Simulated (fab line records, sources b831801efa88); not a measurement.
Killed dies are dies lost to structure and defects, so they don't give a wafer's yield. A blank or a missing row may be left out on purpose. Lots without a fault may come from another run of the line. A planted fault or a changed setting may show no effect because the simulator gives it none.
Chamber matching | flow gf180mcu | GF_V2_CMP_26 on cmp-02: 4 sister chambers
The step polishes, stops on SiO2, t overpolish 15 s, target thk 0 nm. 4 wafers are shown with their chamber, then 7 later ones without.

WAFERS WITH THEIR CHAMBER
wafer  | chamber | motor_current_A (A)
L826.1 | 1       | 10.7
L829.2 | 2       | 9.4
L829.4 | 3       | 12.3
L829.6 | 0       | 11.3

WAFERS WITHOUT THEIR CHAMBER
wafer  | motor_current_A (A)
L830.3 | 9.8
L830.5 | 10.6
L830.6 | 10.1
L833.2 | 12.3
L846.2 | 9.9
L846.4 | 12.1
L846.5 | 11.8

WHICH CHAMBER EACH WENT THROUGH
wafer  | from the rows above          | in truth
L830.3 | can't be placed: 2 or 1      | 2
L830.5 | can't be placed: 1 or 0      | 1
L830.6 | can't be placed: 1 or 2 or 0 | 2
L833.2 | 3                            | 3
L846.2 | can't be placed: 2 or 1      | 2
L846.4 | can't be placed: 3 or 0      | 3
L846.5 | can't be placed: 0 or 3 or 1 | 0
Placed correctly: 1 of 7. Can't be placed from these rows: 6 (the true chamber is among the candidates in 6). Placed wrongly: 0.
How it was worked out, from the rows above alone: a wafer's distance from a chamber is the root of the sum, over the readings, of the square of ((its reading less the chamber's mean) divided by the reading's scatter). The wafer belongs to the nearest chamber; if the next one is less than 2 further off, it can't be placed. A chamber's mean is the mean of its shown wafers. The scatter: with one shown wafer a chamber, the root of the mean of the squares of how far each hidden wafer lies from its nearest shown one.
